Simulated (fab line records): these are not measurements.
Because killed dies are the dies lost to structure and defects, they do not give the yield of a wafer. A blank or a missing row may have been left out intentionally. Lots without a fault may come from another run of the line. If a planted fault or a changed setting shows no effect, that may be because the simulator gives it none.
The tool behind it: which one? :: flow gf180mcu :: Sampling: 12 lots, 36 wafers, 5 of 602 route steps

== WHAT THE GAUGES READ, wafer by wafer ==
GF_TOP_METAL_OVL_MEAS_15.
lot: L268
measured: day 28 07:19
on: overlay-02
TOP_METAL_OVL (nm): -0.3 -1.0 -0.8

lot: L271
measured: day 29 05:54
on: overlay-01
TOP_METAL_OVL (nm): -1.6 0.7 0.1

lot: L272
measured: day 29 14:58
on: overlay-02
TOP_METAL_OVL (nm): -0.6 -0.3 -0.5

lot: L274
measured: day 30 08:43
on: overlay-01
TOP_METAL_OVL (nm): -1.4 -2.0 -0.8

lot: L275
measured: day 30 15:43
on: overlay-01
TOP_METAL_OVL (nm): -3.3 -1.3 -1.5

lot: L276
measured: day 30 20:19
on: overlay-01
TOP_METAL_OVL (nm): -0.7 -2.2 -2.3

lot: L277
measured: day 31 01:24
on: overlay-01
TOP_METAL_OVL (nm): -0.9 0.5 1.1

lot: L280
measured: day 31 20:23
on: overlay-02
TOP_METAL_OVL (nm): -1.1 -0.1 0.1

lot: L282
measured: day 32 10:27
on: overlay-01
TOP_METAL_OVL (nm): -1.7 -0.6 0.8

lot: L283
measured: day 32 16:01
on: overlay-02
TOP_METAL_OVL (nm): 0.6 1.4 -0.3

lot: L286
measured: day 33 06:18
on: overlay-01
TOP_METAL_OVL (nm): -0.1 -0.8 -0.8

lot: L290
measured: day 34 08:00
on: overlay-02
TOP_METAL_OVL (nm): -1.1 -1.1 -1.4

GF_PASSIVATION_BOW_MEAS_14.
lot: L268
measured: day 29 04:32
on: film metro-01
PASSIVATION_BOW (um): 143 150 147

lot: L271
measured: day 30 03:38
on: film metro-04
PASSIVATION_BOW (um): 136 129 134

lot: L272
measured: day 30 12:16
on: film metro-03
PASSIVATION_BOW (um): 124 129 132

lot: L274
measured: day 31 05:32
on: film metro-04
PASSIVATION_BOW (um): 136 134 135

lot: L275
measured: day 31 12:20
on: film metro-04
PASSIVATION_BOW (um): 129 122 137

lot: L276
measured: day 31 16:32
on: film metro-01
PASSIVATION_BOW (um): 121 130 131

lot: L277
measured: day 31 21:20
on: film metro-04
PASSIVATION_BOW (um): 148 157 147

lot: L280
measured: day 32 15:29
on: film metro-04
PASSIVATION_BOW (um): 121 131 130

lot: L282
measured: day 33 05:41
on: film metro-03
PASSIVATION_BOW (um): 148 144 141

lot: L283
measured: day 33 10:46
on: film metro-04
PASSIVATION_BOW (um): 133 143 139

lot: L286
measured: day 34 00:52
on: film metro-04
PASSIVATION_BOW (um): 115 124 125

lot: L290
measured: day 35 00:47
on: film metro-04
PASSIVATION_BOW (um): 144 146 146

== WHICH TOOL RAN EACH LOT (tool, then ch and the chambers of the sampled wafers, then the start) ==
lot: L268
GF_TOP_METAL_SPUTTER_03: pvd sputter-02, day 27 11:35
GF_PASSIVATION_COAT_06: litho track-02 ch 0, day 28 17:15
GF_PASSIVATION_STRIP_12: plasma asher-01 ch 0,1, day 29 02:56

lot: L271
GF_TOP_METAL_SPUTTER_03: pvd sputter-02, day 28 10:58
GF_PASSIVATION_COAT_06: litho track-04 ch 0, day 29 16:05
GF_PASSIVATION_STRIP_12: plasma asher-01 ch 0,1, day 30 02:02

lot: L272
GF_TOP_METAL_SPUTTER_03: pvd sputter-02, day 28 19:51
GF_PASSIVATION_COAT_06: litho track-01 ch 0, day 30 01:08
GF_PASSIVATION_STRIP_12: plasma asher-04 ch 0,1, day 30 10:38

lot: L274
GF_TOP_METAL_SPUTTER_03: pvd sputter-03, day 29 11:59
GF_PASSIVATION_COAT_06: litho track-01 ch 0, day 30 18:24
GF_PASSIVATION_STRIP_12: plasma asher-03 ch 0, day 31 03:56

lot: L275
GF_TOP_METAL_SPUTTER_03: pvd sputter-03, day 29 22:54
GF_PASSIVATION_COAT_06: litho track-01 ch 0, day 31 01:21
GF_PASSIVATION_STRIP_12: plasma asher-01 ch 0,1, day 31 10:43

lot: L276
GF_TOP_METAL_SPUTTER_03: pvd sputter-02, day 30 02:37
GF_PASSIVATION_COAT_06: litho track-01 ch 0, day 31 06:09
GF_PASSIVATION_STRIP_12: plasma asher-01 ch 0,1, day 31 14:56

lot: L277
GF_TOP_METAL_SPUTTER_03: pvd sputter-01, day 30 07:31
GF_PASSIVATION_COAT_06: litho track-02 ch 0, day 31 11:12
GF_PASSIVATION_STRIP_12: plasma asher-01 ch 0,1, day 31 19:44

lot: L280
GF_TOP_METAL_SPUTTER_03: pvd sputter-01, day 31 03:20
GF_PASSIVATION_COAT_06: litho track-02 ch 0, day 32 05:42
GF_PASSIVATION_STRIP_12: plasma asher-04 ch 0,1, day 32 13:52

lot: L282
GF_TOP_METAL_SPUTTER_03: pvd sputter-03, day 31 17:46
GF_PASSIVATION_COAT_06: litho track-02 ch 0, day 32 19:24
GF_PASSIVATION_STRIP_12: plasma asher-03 ch 0,1, day 33 04:05

lot: L283
GF_TOP_METAL_SPUTTER_03: pvd sputter-03, day 32 00:03
GF_PASSIVATION_COAT_06: litho track-01 ch 0, day 33 00:55
GF_PASSIVATION_STRIP_12: plasma asher-01 ch 0,1, day 33 09:08

lot: L286
GF_TOP_METAL_SPUTTER_03: pvd sputter-02, day 32 14:11
GF_PASSIVATION_COAT_06: litho track-01 ch 0, day 33 15:03
GF_PASSIVATION_STRIP_12: plasma asher-03 ch 0,1, day 33 23:16

lot: L290
GF_TOP_METAL_SPUTTER_03: pvd sputter-03, day 33 16:13
GF_PASSIVATION_COAT_06: litho track-02 ch 0, day 34 15:51
GF_PASSIVATION_STRIP_12: plasma asher-03 ch 0,1, day 34 23:11
- GF_TOP_METAL_SPUTTER_03: material Ti, target thk 5 nm, time 3.3 s.
- GF_PASSIVATION_COAT_06: resist thk 4000 nm.
- GF_PASSIVATION_STRIP_12: strips in O2/N2.

== WHAT THE TOOLS THEMSELVES READ (means of the sampled wafers that have a number; where no wafer has one, the mark that the record gives instead) ==
GF_TOP_METAL_SPUTTER_03.
lot: L268
tool: pvd sputter-02
substrate temp c (C): 299.93
throttle valve pct (%): 29.4

lot: L271
tool: pvd sputter-02
substrate temp c (C): 300.07
throttle valve pct (%): 29.5

lot: L272
tool: pvd sputter-02
substrate temp c (C): 299.89
throttle valve pct (%): 29.0

lot: L274
tool: pvd sputter-03
substrate temp c (C): 300.11
throttle valve pct (%): 30.8

lot: L275
tool: pvd sputter-03
substrate temp c (C): 299.94
throttle valve pct (%): 29.9

lot: L276
tool: pvd sputter-02
substrate temp c (C): 300.05
throttle valve pct (%): 29.4

lot: L277
tool: pvd sputter-01
substrate temp c (C): 299.97
throttle valve pct (%): 29.3

lot: L280
tool: pvd sputter-01
substrate temp c (C): 300.07
throttle valve pct (%): 29.9

lot: L282
tool: pvd sputter-03
substrate temp c (C): 300.09
throttle valve pct (%): 30.3

lot: L283
tool: pvd sputter-03
substrate temp c (C): 299.78
throttle valve pct (%): 30.3

lot: L286
tool: pvd sputter-02
substrate temp c (C): 299.98
throttle valve pct (%): 28.7

lot: L290
tool: pvd sputter-03
substrate temp c (C): 299.95
throttle valve pct (%): 30.1

GF_PASSIVATION_COAT_06.
lot: L268
tool: litho track-02
resist line temp C (C): 23.02

lot: L271
tool: litho track-04
resist line temp C (C): 23.02

lot: L272
tool: litho track-01
resist line temp C (C): 23.12

lot: L274
tool: litho track-01
resist line temp C (C): 23.03

lot: L275
tool: litho track-01
resist line temp C (C): 22.91

lot: L276
tool: litho track-01
resist line temp C (C): 22.90

lot: L277
tool: litho track-02
resist line temp C (C): 23.09

lot: L280
tool: litho track-02
resist line temp C (C): 22.97

lot: L282
tool: litho track-02
resist line temp C (C): 22.89

lot: L283
tool: litho track-01
resist line temp C (C): 22.95

lot: L286
tool: litho track-01
resist line temp C (C): 23.03

lot: L290
tool: litho track-02
resist line temp C (C): 23.01

GF_PASSIVATION_STRIP_12.
lot: L268
tool: plasma asher-01
drypump motor current A (A): 5.8
heater power w (W): 347
oes product au (a.u.): 0.721
strip time to endpoint s (s): 34.92

lot: L271
tool: plasma asher-01
drypump motor current A (A): 5.7
heater power w (W): 344
oes product au (a.u.): 0.724
strip time to endpoint s (s): 34.82

lot: L272
tool: plasma asher-04
drypump motor current A (A): 5.2
heater power w (W): 331
oes product au (a.u.): 0.718
strip time to endpoint s (s): 34.82

lot: L274
tool: plasma asher-03
drypump motor current A (A): 6.4
heater power w (W): 326
oes product au (a.u.): 0.723
strip time to endpoint s (s): 34.90

lot: L275
tool: plasma asher-01
drypump motor current A (A): 5.8
heater power w (W): 346
oes product au (a.u.): 0.721
strip time to endpoint s (s): 34.76

lot: L276
tool: plasma asher-01
drypump motor current A (A): 5.8
heater power w (W): 348
oes product au (a.u.): 0.718
strip time to endpoint s (s): 34.84

lot: L277
tool: plasma asher-01
drypump motor current A (A): 5.7
heater power w (W): 348
oes product au (a.u.): 0.720
strip time to endpoint s (s): 35.02

lot: L280
tool: plasma asher-04
drypump motor current A (A): 5.3
heater power w (W): 343
oes product au (a.u.): 0.717
strip time to endpoint s (s): 34.66

lot: L282
tool: plasma asher-03
drypump motor current A (A): 5.6
heater power w (W): 295
oes product au (a.u.): 0.715
strip time to endpoint s (s): 34.70

lot: L283
tool: plasma asher-01
drypump motor current A (A): 5.7
heater power w (W): 347
oes product au (a.u.): 0.719
strip time to endpoint s (s): 35.40

lot: L286
tool: plasma asher-03
drypump motor current A (A): 6.0
heater power w (W): 310
oes product au (a.u.): 0.718
strip time to endpoint s (s): 35.56

lot: L290
tool: plasma asher-03
drypump motor current A (A): 6.0
heater power w (W): 312
oes product au (a.u.): 0.720
strip time to endpoint s (s): 34.91

== THE ANSWER, worked out from the rows above alone ==
Rule: what is usual is taken from the lots themselves. Put in order of their means at a reading, lots are off if they are a third of the lots or fewer, leave a main group of 4 or more, and stand apart from it by a gap of 3 or more times the standard deviation of the main group's means; of several such gaps the widest counts. The tables above print the reading to a certain number of digits; a main group whose means all agree to those digits is not used. Also off: a lot with no number at a reading for which 4 or more lots have one. Where the step has rows for the other lots, those lots are counted as sound. First the gauges in route order, then the tools' own readings, where a lot's mean is used as printed above. At the first step where some lot is off, the reading lying furthest off is the one used; lots without a number count as furthest.
Off at GF_PASSIVATION_STRIP_12 (strip time to endpoint s): L283, L286. The main group has a mean of 34.84 s with a standard deviation of 0.1.
If a tool, at that step or one of the process steps before it, ran each lot that is off and ran no sound lot following the first of them, it fits. One fits: GF_PASSIVATION_COAT_06 on litho track-01. Its last sound lot is L276 (day 31 06:09), its first lot that is off L283 (day 33 00:55): a fault that began between those two fits.

== WHAT HAD BEEN PUT IN BY THE SIMULATOR ==
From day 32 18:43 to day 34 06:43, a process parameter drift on litho track-01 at GF_PASSIVATION_COAT_06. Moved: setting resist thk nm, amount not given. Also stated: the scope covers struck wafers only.
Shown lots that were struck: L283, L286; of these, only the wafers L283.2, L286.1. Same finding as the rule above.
